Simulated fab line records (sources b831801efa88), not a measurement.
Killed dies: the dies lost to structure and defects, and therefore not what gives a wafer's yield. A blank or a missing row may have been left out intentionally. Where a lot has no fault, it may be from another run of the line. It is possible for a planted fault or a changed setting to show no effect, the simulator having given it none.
Check of tool commonality    flow gf180mcu    Sample size 13 lots and 39 wafers

WHAT PROMPTED THE OPENING
Of 13 lots, 2 have the reading DNWELL_TW flagged at GF_DNWELL_TW_MEAS_09. No-fault wafers: 1355, standard deviation 13.
Rule: a lot gets a flag if all its wafers with a number sit over 4 standard deviations from that mean, or if no wafer of it has a number. The other lots count as sound.

lot   measured     on             DNWELL_TW, wafer by wafer  flag
L659  day 2 19:39  film-metro-03  1362 1360 1363             
L660  day 3 00:33  film-metro-01  1343 1336 1344             
L662  day 3 15:17  film-metro-02  1341 1342 1341             
L664  day 3 20:56  film-metro-03  1370 1367 1362             
L665  day 4 06:28  film-metro-02  1363 1360 1366             
L668  day 4 18:22  film-metro-02  1359 1358 1363             
L669  day 5 00:25  film-metro-03  1364 1362 1365             
L671  day 5 13:24  film-metro-03  1361 1360 1370             
L672  day 5 17:40  film-metro-02  1341 1345 1349             
L674  day 6 04:02  film-metro-02  1343 1345 1348             
L675  day 6 09:46  film-metro-03  1357 1361 1357             
L681  day 7 18:10  film-metro-01  1472 1481 1474             FLAGGED
L682  day 7 22:01  film-metro-02  1470 1470 1476             FLAGGED
The numbers of the flagged lots are 1474 on average: +119 against the usual, or +9 standard deviations.

EACH LOT AND THE TOOL IT RAN ON
The record holds 1 process step before the reading, out of a route of 602 steps. Read each cell as the tool, then ch plus the chambers that the sampled wafers visited, then the start.
lot   flag     GF_DNWELL_IMPLANT_07
L659           implanter-03 ch 0, day 2 19:25
L660           implanter-04 ch 0, day 3 00:19
L662           implanter-01 ch 0, day 3 15:02
L664           implanter-03 ch 0, day 3 20:41
L665           implanter-03 ch 0, day 4 06:05
L668           implanter-01 ch 0, day 4 18:08
L669           implanter-04 ch 0, day 5 00:10
L671           implanter-04 ch 0, day 5 13:10
L672           implanter-01 ch 0, day 5 17:26
L674           implanter-01 ch 0, day 6 03:49
L675           implanter-01 ch 0, day 6 09:32
L681  FLAGGED  implanter-01 ch 0, day 7 17:56
L682  FLAGGED  implanter-01 ch 0, day 7 21:46
These steps, and what they do:
- GF_DNWELL_IMPLANT_07
- GF_DNWELL_TW_MEAS_09

FLAGGED OVER TOTAL, TOOL BY TOOL (the gauges that took the reading come last)
step                  tool           lots run  flagged  share of the flagged lots  sound lots run after its first flagged lot
GF_DNWELL_IMPLANT_07  implanter-01   7         2        all                        0
GF_DNWELL_IMPLANT_07  implanter-03   3         0        none                       -
GF_DNWELL_IMPLANT_07  implanter-04   3         0        none                       -
GF_DNWELL_TW_MEAS_09  film-metro-01  2         1        some                       0
GF_DNWELL_TW_MEAS_09  film-metro-02  6         1        some                       0
GF_DNWELL_TW_MEAS_09  film-metro-03  5         0        none                       -

WHAT THE TABLE PERMITS
Rows of the table that ran each flagged lot: 1, that is implanter-01 at GF_DNWELL_IMPLANT_07.
- implanter-01 at GF_DNWELL_IMPLANT_07 ran 7 lots, 2 of them flagged. Its last sound lot is L675 (day 6 09:32), its first flagged lot L681 (day 7 17:56): a fault that began between those two fits. Its own readings (beam-on-s, faraday-current-uA) fall more than 4 standard deviations out on all wafers of the flagged lots.
What remains is a single tool, implanter-01 at GF_DNWELL_IMPLANT_07.

WHAT THE SIMULATOR PUT IN
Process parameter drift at GF_DNWELL_IMPLANT_07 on implanter-01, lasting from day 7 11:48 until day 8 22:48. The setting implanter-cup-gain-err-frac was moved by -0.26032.
Lots struck among those shown: L681, L682. This agrees with what the rule above found.
